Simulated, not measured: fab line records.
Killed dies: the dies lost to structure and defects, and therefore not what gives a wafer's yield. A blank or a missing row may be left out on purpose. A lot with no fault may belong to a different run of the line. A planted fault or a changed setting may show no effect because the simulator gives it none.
What tool caused it? :: flow sky130 :: 45 wafers from 15 lots sampled at 3 of the route's 708 steps

== WHAT THE GAUGES READ, wafer by wafer ==
SKY_CONTACT_THK_MEAS_03. Usual: for CONTACT_HDPCVD_THK the level is 566 nm and the standard deviation is 7.
lot: L535
measured: day 30 08:17
on: film-metro-03
CONTACT_HDPCVD_THK (nm): 558 558 564
flag: 

lot: L536
measured: day 30 12:19
on: film-metro-03
CONTACT_HDPCVD_THK (nm): 564 562 561
flag: 

lot: L537
measured: day 30 18:01
on: film-metro-01
CONTACT_HDPCVD_THK (nm): 567 563 578
flag: 

lot: L538
measured: day 31 10:51
on: film-metro-01
CONTACT_HDPCVD_THK (nm): 560 565 575
flag: 

lot: L539
measured: day 31 11:43
on: film-metro-03
CONTACT_HDPCVD_THK (nm): 567 568 564
flag: 

lot: L541
measured: day 32 17:27
on: film-metro-03
CONTACT_HDPCVD_THK (nm): 561 572 561
flag: 

lot: L542
measured: day 32 21:27
on: film-metro-02
CONTACT_HDPCVD_THK (nm): 569 563 560
flag: 

lot: L543
measured: day 33 06:14
on: film-metro-03
CONTACT_HDPCVD_THK (nm): 563 578 561
flag: 

lot: L548
measured: day 35 00:01
on: film-metro-03
CONTACT_HDPCVD_THK (nm): 582 576 566
flag: 

lot: L549
measured: day 35 03:43
on: film-metro-03
CONTACT_HDPCVD_THK (nm): 558 564 562
flag: 

lot: L550
measured: day 35 20:44
on: film-metro-03
CONTACT_HDPCVD_THK (nm): 564 575 579
flag: 

lot: L551
measured: day 35 23:43
on: film-metro-01
CONTACT_HDPCVD_THK (nm): 579 573 562
flag: 

lot: L553
measured: day 36 08:44
on: film-metro-02
CONTACT_HDPCVD_THK (nm): 572 560 560
flag: 

lot: L554
measured: day 36 19:43
on: film-metro-03
CONTACT_HDPCVD_THK (nm): 565 560 561
flag: 

lot: L558
measured: day 38 04:13
on: film-metro-02
CONTACT_HDPCVD_THK (nm): 556 566 559
flag: 

SKY_CONTACT_OVL_MEAS_15. Usual: for CONTACT_OVL the level is 6 nm and the standard deviation is 6.2.
lot: L535
measured: day 31 12:22
on: overlay-02
CONTACT_OVL (nm): 1 4 8
flag: 

lot: L536
measured: day 31 15:52
on: overlay-02
CONTACT_OVL (nm): 3 8 8
flag: 

lot: L537
measured: day 31 21:13
on: overlay-01
CONTACT_OVL (nm): -8 3 1
flag: 

lot: L538
measured: day 32 14:43
on: overlay-02
CONTACT_OVL (nm): 0 8 8
flag: 

lot: L539
measured: day 32 15:37
on: overlay-02
CONTACT_OVL (nm): 11 19 16
flag: 

lot: L541
measured: day 33 21:04
on: overlay-01
CONTACT_OVL (nm): - - -
flag: OFF

lot: L542
measured: day 34 00:40
on: overlay-02
CONTACT_OVL (nm): - - -
flag: OFF

lot: L543
measured: day 34 09:16
on: overlay-01
CONTACT_OVL (nm): - - -
flag: OFF

lot: L548
measured: day 36 02:31
on: overlay-01
CONTACT_OVL (nm): 16 21 18
flag: 

lot: L549
measured: day 36 06:29
on: overlay-02
CONTACT_OVL (nm): 3 -2 -6
flag: 

lot: L550
measured: day 36 23:16
on: overlay-01
CONTACT_OVL (nm): 0 9 10
flag: 

lot: L551
measured: day 37 02:50
on: overlay-02
CONTACT_OVL (nm): 9 6 14
flag: 

lot: L553
measured: day 37 11:25
on: overlay-02
CONTACT_OVL (nm): 0 4 -2
flag: 

lot: L554
measured: day 37 21:19
on: overlay-01
CONTACT_OVL (nm): 4 7 6
flag: 

lot: L558
measured: day 39 06:10
on: overlay-02
CONTACT_OVL (nm): 5 10 11
flag: 

== TOOL THAT RAN EACH LOT (tool first, then ch and the chambers of the sampled wafers, then the start) ==
lot: L535
SKY_CONTACT_EXPOSE_11: krf-scanner-02 ch 0, day 30 22:49

lot: L536
SKY_CONTACT_EXPOSE_11: krf-scanner-01 ch 0, day 31 03:13

lot: L537
SKY_CONTACT_EXPOSE_11: krf-scanner-01 ch 0, day 31 08:33

lot: L538
SKY_CONTACT_EXPOSE_11: krf-scanner-02 ch 0, day 32 00:55

lot: L539
SKY_CONTACT_EXPOSE_11: krf-scanner-02 ch 0, day 32 02:10

lot: L541
SKY_CONTACT_EXPOSE_11: krf-scanner-02, day 33 07:35

lot: L542
SKY_CONTACT_EXPOSE_11: krf-scanner-01, day 33 12:16

lot: L543
SKY_CONTACT_EXPOSE_11: krf-scanner-01, day 33 19:48

lot: L548
SKY_CONTACT_EXPOSE_11: krf-scanner-02 ch 0, day 35 13:28

lot: L549
SKY_CONTACT_EXPOSE_11: krf-scanner-02 ch 0, day 35 17:26

lot: L550
SKY_CONTACT_EXPOSE_11: krf-scanner-02 ch 0, day 36 09:57

lot: L551
SKY_CONTACT_EXPOSE_11: krf-scanner-01 ch 0, day 36 12:55

lot: L553
SKY_CONTACT_EXPOSE_11: krf-scanner-01 ch 0, day 36 22:53

lot: L554
SKY_CONTACT_EXPOSE_11: krf-scanner-01 ch 0, day 37 09:15

lot: L558
SKY_CONTACT_EXPOSE_11: krf-scanner-02 ch 0, day 38 16:46
- SKY_CONTACT_EXPOSE_11: exposes mask CTM1, target cd 170 nm.

== WHAT THE TOOLS THEMSELVES READ (means of the sampled wafers that have a number; where no wafer has one, the mark that the record gives instead) ==
SKY_CONTACT_EXPOSE_11. Usual: exposure-dose-mJ-cm2 38.00, standard deviation 0.036; focus-offset-nm 0.1 nm, standard deviation 0.5.
lot: L535
tool: krf-scanner-02
exposure-dose-mJ-cm2: 37.95
focus-offset-nm (nm): -0.1
flag: 

lot: L536
tool: krf-scanner-01
exposure-dose-mJ-cm2: 38.00
focus-offset-nm (nm): 0.4
flag: 

lot: L537
tool: krf-scanner-01
exposure-dose-mJ-cm2: 38.05
focus-offset-nm (nm): 0.7
flag: 

lot: L538
tool: krf-scanner-02
exposure-dose-mJ-cm2: 38.01
focus-offset-nm (nm): 0.2
flag: 

lot: L539
tool: krf-scanner-02
exposure-dose-mJ-cm2: 38.03
focus-offset-nm (nm): 0.2
flag: 

lot: L541
tool: krf-scanner-02
exposure-dose-mJ-cm2: -
focus-offset-nm (nm): -
flag: OFF

lot: L542
tool: krf-scanner-01
exposure-dose-mJ-cm2: -
focus-offset-nm (nm): -
flag: OFF

lot: L543
tool: krf-scanner-01
exposure-dose-mJ-cm2: -
focus-offset-nm (nm): -
flag: OFF

lot: L548
tool: krf-scanner-02
exposure-dose-mJ-cm2: 38.04
focus-offset-nm (nm): 0.0
flag: 

lot: L549
tool: krf-scanner-02
exposure-dose-mJ-cm2: 37.99
focus-offset-nm (nm): 0.3
flag: 

lot: L550
tool: krf-scanner-02
exposure-dose-mJ-cm2: 38.00
focus-offset-nm (nm): -0.0
flag: 

lot: L551
tool: krf-scanner-01
exposure-dose-mJ-cm2: 38.01
focus-offset-nm (nm): -0.7
flag: 

lot: L553
tool: krf-scanner-01
exposure-dose-mJ-cm2: 37.99
focus-offset-nm (nm): 0.2
flag: 

lot: L554
tool: krf-scanner-01
exposure-dose-mJ-cm2: 38.03
focus-offset-nm (nm): 0.2
flag: 

lot: L558
tool: krf-scanner-02
exposure-dose-mJ-cm2: 37.96
focus-offset-nm (nm): 0.1
flag: 

== THE ANSWER, worked out from the rows above alone ==
Rule: a lot counts as off when the mean over its wafers that have a number is more than 3 standard deviations away from the usual mean. Also off: a lot with no number at a reading for which 4 or more lots have one. The other lots that the step has rows for count as sound. Order of review: gauges by route order, followed by the tools' own readings, for which a lot's mean as printed above is used. At the first step where some lot is off, the reading lying furthest off is the one used; lots without a number count as furthest.
Off: L541, L542, L543, at SKY_CONTACT_OVL_MEAS_15 (CONTACT_OVL). Without a number there: L541, L542, L543.
If a tool, at a process step before that reading, ran all the lots that are off and no sound lot after the first of them, it fits. Not tried: the gauges at SKY_CONTACT_OVL_MEAS_15; whatever is off there is also off at SKY_CONTACT_EXPOSE_11, on other tools, and gauge error can't account for it. Of those tried, none fits.

== WHAT THE SIMULATOR HAD PUT IN ==
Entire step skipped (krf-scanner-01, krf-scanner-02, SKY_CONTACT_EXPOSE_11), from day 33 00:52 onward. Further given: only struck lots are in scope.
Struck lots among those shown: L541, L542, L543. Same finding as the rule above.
